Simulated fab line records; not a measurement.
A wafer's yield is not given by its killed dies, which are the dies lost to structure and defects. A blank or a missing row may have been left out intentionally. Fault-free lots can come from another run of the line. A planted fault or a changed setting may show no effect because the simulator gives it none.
The tool behind it: which one? | flow gf180mcu | 24 lots, 72 wafers sampled, at 6 steps of a route of 602

## WHAT EACH GAUGE READ, for each wafer
GF_V4_THK_MEAS_03. Usual: V4_CVD_02_THK 854 nm, standard deviation 9.9.
lot  | measured     | on            | V4_CVD_02_THK (nm) | flag
L074 | day 23 04:43 | film_metro-01 | 847 843 857        |
L075 | day 23 09:08 | film_metro-02 | 861 862 869        |
L076 | day 23 23:01 | film_metro-04 | 835 839 841        |
L077 | day 24 04:53 | film_metro-02 | 847 862 870        |
L078 | day 24 23:10 | film_metro-02 | 837 840 857        |
L079 | day 25 01:57 | film_metro-04 | 839 859 855        |
L080 | day 25 09:44 | film_metro-02 | 855 858 866        |
L081 | day 25 22:01 | film_metro-02 | 850 847 867        |
L082 | day 26 17:36 | film_metro-01 | 839 854 858        |
L083 | day 27 02:06 | film_metro-01 | 843 838 846        |
L084 | day 27 04:39 | film_metro-04 | 873 861 861        |
L085 | day 27 17:13 | film_metro-02 | 852 859 869        |
L086 | day 27 21:46 | film_metro-04 | 842 855 855        |
L087 | day 28 03:05 | film_metro-01 | 842 865 865        |
L089 | day 28 07:28 | film_metro-02 | 844 854 853        |
L088 | day 28 13:20 | film_metro-04 | 843 861 859        |
L090 | day 28 19:10 | film_metro-01 | 852 868 855        |
L092 | day 29 05:35 | film_metro-04 | 845 864 851        |
L091 | day 29 07:10 | film_metro-04 | 849 856 856        |
L093 | day 29 20:37 | film_metro-01 | 856 858 870        |
L094 | day 29 22:11 | film_metro-02 | 850 866 861        |
L095 | day 30 01:53 | film_metro-02 | 843 853 855        |
L096 | day 30 08:39 | film_metro-02 | 862 859 867        |
L097 | day 30 14:43 | film_metro-04 | 851 846 862        |

GF_TOP_METAL_OVL_MEAS_15. Usual: TOP_METAL_OVL 0.2 nm, standard deviation 1.5.
lot  | measured     | on         | TOP_METAL_OVL (nm) | flag
L074 | day 27 20:56 | overlay-02 | -0.4 1.2 -0.1      |
L075 | day 28 01:47 | overlay-02 | -2.1 -3.3 -1.0     |
L076 | day 28 13:02 | overlay-02 | -2.3 -1.2 -1.9     |
L077 | day 28 18:27 | overlay-02 | -0.3 -0.5 0.6      |
L078 | day 29 10:01 | overlay-01 | 0.5 0.3 -0.4       |
L079 | day 29 12:05 | overlay-02 | -3.1 -3.3 -3.6     |
L080 | day 29 19:36 | overlay-02 | 1.2 0.7 0.4        |
L081 | day 30 06:47 | overlay-01 | -1.6 0.3 -2.5      |
L082 | day 30 22:59 | overlay-02 | 1.1 1.2 0.7        |
L083 | day 31 08:05 | overlay-02 | 1.9 2.0 2.5        |
L084 | day 31 08:17 | overlay-01 | -0.1 -0.8 1.0      |
L085 | day 31 20:41 | overlay-02 | -0.4 1.3 0.9       |
L086 | day 31 23:25 | overlay-01 | 0.3 0.0 -0.2       |
L087 | day 32 03:37 | overlay-02 | 2.0 2.1 1.1        |
L089 | day 32 07:45 | overlay-02 | 1.1 0.5 0.2        |
L088 | day 32 12:50 | overlay-01 | 0.8 -0.8 -1.7      |
L090 | day 32 18:27 | overlay-01 | -0.3 -0.2 -0.7     |
L092 | day 33 03:08 | overlay-02 | 1.0 2.3 1.5        |
L091 | day 33 07:01 | overlay-02 | 0.2 2.0 0.8        |
L093 | day 33 15:31 | overlay-02 | 0.9 1.6 2.1        |
L094 | day 33 17:08 | overlay-01 | -0.2 1.1 -0.8      |
L095 | day 33 19:38 | overlay-02 | 2.5 2.4 2.9        |
L096 | day 34 03:33 | overlay-01 | 1.6 -0.2 0.9       |
L097 | day 34 06:29 | overlay-02 | -0.6 0.2 -0.8      |

## TOOL THAT RAN EACH LOT (tool first, then ch and the chambers of the sampled wafers, then the start)
lot  | GF_M4_SPUTTER_03             | GF_V4_CMP_26                  | GF_MIM_SPUTTER_09            | GF_MIM_STRIP_20
L074 | pvd_sputter-04, day 22 04:13 | cmp-02 ch 1,2,3, day 24 05:35 | pvd_sputter-02, day 24 06:13 | plasma_asher-02 ch 1, day 25 03:50
L075 | pvd_sputter-01, day 22 09:50 | cmp-02 ch 0,2,3, day 24 09:32 | pvd_sputter-02, day 24 10:07 | plasma_asher-03 ch 0,1, day 25 07:58
L076 | pvd_sputter-01, day 22 22:46 | cmp-02 ch 2,3, day 24 22:35   | pvd_sputter-01, day 24 23:16 | plasma_asher-04 ch 0,1, day 25 20:42
L077 | pvd_sputter-01, day 23 04:52 | cmp-02 ch 0,1,3, day 25 04:37 | pvd_sputter-02, day 25 05:14 | plasma_asher-03 ch 0,1, day 26 02:44
L078 | pvd_sputter-01, day 24 00:21 | cmp-02 ch 0,1,3, day 25 22:23 | pvd_sputter-02, day 25 23:04 | plasma_asher-04 ch 0,1, day 26 19:56
L079 | pvd_sputter-04, day 24 02:38 | cmp-02 ch 0,2,3, day 26 00:43 | pvd_sputter-02, day 26 01:24 | plasma_asher-02 ch 0,1, day 26 21:26
L080 | pvd_sputter-01, day 24 11:07 | cmp-02 ch 1,2,3, day 26 09:08 | pvd_sputter-04, day 26 09:43 | plasma_asher-03 ch 0,1, day 27 06:12
L081 | pvd_sputter-03, day 24 23:23 | cmp-02 ch 0,2,3, day 26 20:32 | pvd_sputter-02, day 26 21:10 | plasma_asher-03 ch 0,1, day 27 17:22
L082 | pvd_sputter-01, day 25 20:17 | cmp-02 ch 2,3, day 27 15:25   | pvd_sputter-01, day 27 16:05 | plasma_asher-02 ch 0,1, day 28 11:48
L083 | pvd_sputter-04, day 26 04:42 | cmp-01 ch 0,1,3, day 27 23:48 | pvd_sputter-01, day 28 00:29 | plasma_asher-02 ch 1, day 28 19:59
L084 | pvd_sputter-04, day 26 07:26 | cmp-02 ch 0,3, day 28 02:01   | pvd_sputter-04, day 28 02:40 | plasma_asher-03 ch 0,1, day 28 21:48
L085 | pvd_sputter-04, day 26 20:20 | cmp-01 ch 0,1,2, day 28 15:23 | pvd_sputter-02, day 28 16:04 | plasma_asher-03 ch 0,1, day 29 10:58
L086 | pvd_sputter-04, day 27 00:28 | cmp-01 ch 0,1, day 28 18:52   | pvd_sputter-02, day 28 19:33 | plasma_asher-03 ch 0,1, day 29 13:56
L087 | pvd_sputter-03, day 27 06:34 | cmp-01 ch 0,1,2, day 29 00:25 | pvd_sputter-02, day 29 01:00 | plasma_asher-02 ch 0,1, day 29 19:22
L089 | pvd_sputter-03, day 27 12:11 | cmp-01 ch 0,2, day 29 03:52   | pvd_sputter-01, day 29 04:34 | plasma_asher-03 ch 0,1, day 29 23:04
L088 | pvd_sputter-01, day 27 17:11 | cmp-02 ch 2,3, day 29 10:13   | pvd_sputter-02, day 29 10:50 | plasma_asher-02 ch 0,1, day 30 05:37
L090 | pvd_sputter-01, day 27 22:04 | cmp-02 ch 0,3, day 29 16:02   | pvd_sputter-04, day 29 16:43 | plasma_asher-03 ch 0,1, day 30 10:36
L092 | pvd_sputter-03, day 28 09:52 | cmp-01 ch 0,1,2, day 30 02:05 | pvd_sputter-01, day 30 02:40 | plasma_asher-04 ch 0,1, day 30 21:28
L091 | pvd_sputter-03, day 28 10:50 | cmp-01 ch 0,2,3, day 30 03:35 | pvd_sputter-04, day 30 04:16 | plasma_asher-03 ch 0,1, day 30 21:44
L093 | pvd_sputter-03, day 29 01:07 | cmp-02 ch 0,1,2, day 30 16:52 | pvd_sputter-02, day 30 17:33 | plasma_asher-03 ch 0,1, day 31 11:01
L094 | pvd_sputter-03, day 29 03:06 | cmp-01 ch 0,3, day 30 18:41   | pvd_sputter-01, day 30 19:22 | plasma_asher-04 ch 0,1, day 31 13:16
L095 | pvd_sputter-01, day 29 05:46 | cmp-01 ch 1,2,3, day 30 21:13 | pvd_sputter-01, day 30 21:53 | plasma_asher-03 ch 0,1, day 31 15:10
L096 | pvd_sputter-04, day 29 12:50 | cmp-01 ch 2,3, day 31 03:52   | pvd_sputter-04, day 31 04:29 | plasma_asher-03 ch 0,1, day 31 22:13
L097 | pvd_sputter-04, day 29 19:26 | cmp-01 ch 0,2, day 31 10:17   | pvd_sputter-02, day 31 10:59 | plasma_asher-04 ch 0,1, day 32 03:11
- GF_M4_SPUTTER_03: material Ti, target thk 10 nm, time 6.7 s.
- GF_V4_CMP_26: polishes, stops on SiO2, t overpolish 15 s, target thk 0 nm.
- GF_MIM_SPUTTER_09: material TiN, target thk 35 nm, time 29.2 s.
- GF_MIM_STRIP_20: strips in O2/N2.

## AS READ BY THE TOOLS THEMSELVES (means over the sampled wafers that have a number; for cases with no such wafer, the mark the record gives instead)
GF_M4_SPUTTER_03. Usual: substrate_temp_c 300.02 C, standard deviation 0.22; throttle_valve_pct 29.7 %, standard deviation 1.3.
lot  | tool           | substrate_temp_c (C) | throttle_valve_pct (%) | flag
L074 | pvd_sputter-04 | 299.96               | 31.0                   |
L075 | pvd_sputter-01 | 299.95               | 27.9                   |
L076 | pvd_sputter-01 | 299.96               | 28.6                   |
L077 | pvd_sputter-01 | 300.05               | 29.0                   |
L078 | pvd_sputter-01 | 299.81               | 28.5                   |
L079 | pvd_sputter-04 | 300.19               | 30.0                   |
L080 | pvd_sputter-01 | 299.94               | 28.5                   |
L081 | pvd_sputter-03 | 300.07               | 30.0                   |
L082 | pvd_sputter-01 | 300.31               | 28.6                   |
L083 | pvd_sputter-04 | 299.98               | 31.1                   |
L084 | pvd_sputter-04 | 299.82               | 30.0                   |
L085 | pvd_sputter-04 | 300.08               | 30.2                   |
L086 | pvd_sputter-04 | 300.01               | 30.9                   |
L087 | pvd_sputter-03 | 299.96               | 29.1                   |
L089 | pvd_sputter-03 | 299.94               | 30.7                   |
L088 | pvd_sputter-01 | 300.06               | 29.1                   |
L090 | pvd_sputter-01 | 299.85               | 28.9                   |
L092 | pvd_sputter-03 | 299.92               | 28.9                   |
L091 | pvd_sputter-03 | 299.89               | 30.9                   |
L093 | pvd_sputter-03 | 299.96               | 29.9                   |
L094 | pvd_sputter-03 | 300.20               | 30.8                   |
L095 | pvd_sputter-01 | 299.86               | 30.0                   |
L096 | pvd_sputter-04 | 300.05               | 30.6                   |
L097 | pvd_sputter-04 | 300.04               | 30.6                   |

GF_V4_CMP_26. Usual: edge_zone_pressure_frac 1.000, standard deviation 0.0047; motor_current_A 11.3 A, standard deviation 0.94; overpolish_run_s 15.000 s, standard deviation 0.0099; retaining_ring_pressure_frac 1.000, standard deviation 0.0054; slurry_filter_dp_kPa 13.51 kPa, standard deviation 0.15; time_to_endpoint_s 85.2 s, standard deviation 3.
lot  | tool   | edge_zone_pressure_frac | motor_current_A (A) | overpolish_run_s (s) | retaining_ring_pressure_frac | slurry_filter_dp_kPa (kPa) | time_to_endpoint_s (s) | flag
L074 | cmp-02 | 1.000                   | 11.6                | 15.007               | 1.001                        | 13.66                      | 88.2                   |
L075 | cmp-02 | 0.997                   | 11.6                | 15.002               | 1.000                        | 13.53                      | 89.5                   |
L076 | cmp-02 | 0.997                   | 11.5                | 14.993               | 0.997                        | 13.40                      | 85.4                   |
L077 | cmp-02 | 1.002                   | 11.6                | 14.999               | 0.999                        | 13.52                      | 86.2                   |
L078 | cmp-02 | 0.999                   | 11.7                | 14.993               | 0.999                        | 13.58                      | 88.1                   |
L079 | cmp-02 | 0.999                   | 11.6                | 15.007               | 1.001                        | 13.68                      | 84.5                   |
L080 | cmp-02 | 1.005                   | 11.7                | 15.006               | 1.003                        | 13.42                      | 88.3                   |
L081 | cmp-02 | 0.999                   | 11.6                | 15.013               | 0.999                        | 13.49                      | 86.3                   |
L082 | cmp-02 | 1.004                   | 11.2                | 15.007               | 1.000                        | 13.49                      | 86.7                   |
L083 | cmp-01 | 1.000                   | 11.0                | 15.007               | 1.002                        | 13.44                      | 86.6                   |
L084 | cmp-02 | 0.998                   | 11.4                | 14.999               | 0.996                        | 13.42                      | 86.7                   |
L085 | cmp-01 | 1.000                   | 10.7                | 15.008               | 0.997                        | 13.44                      | 84.9                   |
L086 | cmp-01 | 1.000                   | 11.5                | 14.993               | 1.001                        | 13.43                      | 83.6                   |
L087 | cmp-01 | 0.995                   | 10.5                | 14.993               | 1.003                        | 13.49                      | 87.0                   |
L089 | cmp-01 | 0.999                   | 11.6                | 15.000               | 1.000                        | 13.46                      | 85.7                   |
L088 | cmp-02 | 0.999                   | 11.5                | 14.992               | 0.998                        | 13.40                      | 83.9                   |
L090 | cmp-02 | 1.004                   | 12.3                | 15.001               | 1.001                        | 13.61                      | 79.3                   |
L092 | cmp-01 | 0.998                   | 10.8                | 14.992               | 1.000                        | 13.57                      | 84.4                   |
L091 | cmp-01 | 1.000                   | 11.1                | 14.997               | 0.998                        | 13.57                      | 82.3                   |
L093 | cmp-02 | 0.997                   | 11.3                | 14.999               | 0.999                        | 13.65                      | 85.4                   |
L094 | cmp-01 | 1.000                   | 11.9                | 15.007               | 1.000                        | 13.47                      | 81.5                   |
L095 | cmp-01 | 0.998                   | 10.5                | 14.998               | 1.001                        | 13.57                      | 81.5                   |
L096 | cmp-01 | 1.001                   | 11.0                | 15.000               | 0.995                        | 13.32                      | 82.0                   |
L097 | cmp-01 | 1.003                   | 11.5                | 15.000               | 0.993                        | 13.43                      | 83.1                   |

GF_MIM_SPUTTER_09. Usual: throttle_valve_pct at 29.4 %, with a standard deviation of 1.1.
lot  | tool           | throttle_valve_pct (%) | flag
L074 | pvd_sputter-02 | 29.6                   |
L075 | pvd_sputter-02 | 29.6                   |
L076 | pvd_sputter-01 | 27.9                   |
L077 | pvd_sputter-02 | 28.3                   |
L078 | pvd_sputter-02 | 29.4                   |
L079 | pvd_sputter-02 | 28.9                   |
L080 | pvd_sputter-04 | 30.6                   |
L081 | pvd_sputter-02 | 29.2                   |
L082 | pvd_sputter-01 | 29.4                   |
L083 | pvd_sputter-01 | 29.0                   |
L084 | pvd_sputter-04 | 30.2                   |
L085 | pvd_sputter-02 | 29.8                   |
L086 | pvd_sputter-02 | 29.0                   |
L087 | pvd_sputter-02 | 29.5                   |
L089 | pvd_sputter-01 | 29.4                   |
L088 | pvd_sputter-02 | 29.1                   |
L090 | pvd_sputter-04 | 29.5                   |
L092 | pvd_sputter-01 | 29.6                   |
L091 | pvd_sputter-04 | 30.0                   |
L093 | pvd_sputter-02 | 29.3                   |
L094 | pvd_sputter-01 | 28.5                   |
L095 | pvd_sputter-01 | 29.4                   |
L096 | pvd_sputter-04 | 31.1                   |
L097 | pvd_sputter-02 | 29.5                   |

GF_MIM_STRIP_20. Usual: drypump_motor_current_A 5.9 A, standard deviation 0.49; heater_power_w 332 W, standard deviation 24; n2_flow_sccm 299.9 sccm, standard deviation 0.86; oes_product_au 0.692 a.u., standard deviation 0.0044; strip_time_to_endpoint_s 11.22 s, standard deviation 0.033.
lot  | tool            | drypump_motor_current_A (A) | heater_power_w (W) | n2_flow_sccm (sccm) | oes_product_au (a.u.) | strip_time_to_endpoint_s (s) | flag
L074 | plasma_asher-02 | 6.1                         | 357                | 299.7               | 0.690                 | 11.21                        |
L075 | plasma_asher-03 | 6.2                         | 337                | 299.6               | 0.693                 | 11.23                        |
L076 | plasma_asher-04 | 5.4                         | 302                | 299.9               | 0.692                 | 11.26                        |
L077 | plasma_asher-03 | 6.2                         | 336                | 299.3               | 0.693                 | 11.26                        |
L078 | plasma_asher-04 | 5.1                         | 297                | 300.7               | 0.687                 | 11.25                        |
L079 | plasma_asher-02 | 5.8                         | 356                | 300.4               | 0.695                 | 11.22                        |
L080 | plasma_asher-03 | 6.2                         | 327                | 300.3               | 0.691                 | 11.21                        |
L081 | plasma_asher-03 | 6.2                         | 328                | 299.6               | 0.693                 | 11.26                        |
L082 | plasma_asher-02 | 5.5                         | 360                | 299.6               | 0.685                 | 11.19                        |
L083 | plasma_asher-02 | 6.1                         | 356                | 300.8               | 0.687                 | 11.14                        |
L084 | plasma_asher-03 | 6.2                         | 341                | 299.7               | 0.693                 | 11.25                        |
L085 | plasma_asher-03 | 6.2                         | 334                | 299.3               | 0.694                 | 11.24                        |
L086 | plasma_asher-03 | 6.2                         | 327                | 299.4               | 0.691                 | 11.21                        |
L087 | plasma_asher-02 | 5.8                         | 358                | 299.8               | 0.693                 | 11.18                        |
L089 | plasma_asher-03 | 6.2                         | 328                | 300.6               | 0.692                 | 11.20                        |
L088 | plasma_asher-02 | 5.8                         | 359                | 299.7               | 0.692                 | 11.20                        |
L090 | plasma_asher-03 | 6.2                         | 330                | 300.2               | 0.690                 | 11.23                        |
L092 | plasma_asher-04 | 5.4                         | 295                | 299.5               | 0.693                 | 11.24                        |
L091 | plasma_asher-03 | 6.2                         | 328                | 301.5               | 0.692                 | 11.26                        |
L093 | plasma_asher-03 | 6.2                         | 328                | 299.9               | 0.698                 | 11.23                        |
L094 | plasma_asher-04 | 5.4                         | 307                | 299.7               | 0.693                 | 11.24                        |
L095 | plasma_asher-03 | 6.2                         | 335                | 299.9               | 0.691                 | 11.19                        |
L096 | plasma_asher-03 | 6.2                         | 327                | 300.1               | 0.695                 | 11.23                        |
L097 | plasma_asher-04 | 5.4                         | 303                | 299.5               | 0.695                 | 11.24                        |

## THE ANSWER, worked out from the rows above alone
Rule: a lot counts as off when the mean over its wafers that have a number is more than 3 standard deviations away from the usual mean. Also off: a lot with no number at a reading for which 4 or more lots have one. All remaining lots with rows at the step are treated as sound. After the gauges, taken in route order, come the tools' own readings; for these a lot's mean is taken, as printed above. The first step at which some lot is off is used, and at that step the reading that is off furthest; a lot without a number counts as furthest.
No lot is off at any reading shown: from this, nothing can be told.

## WHAT THE SIMULATOR PUT IN
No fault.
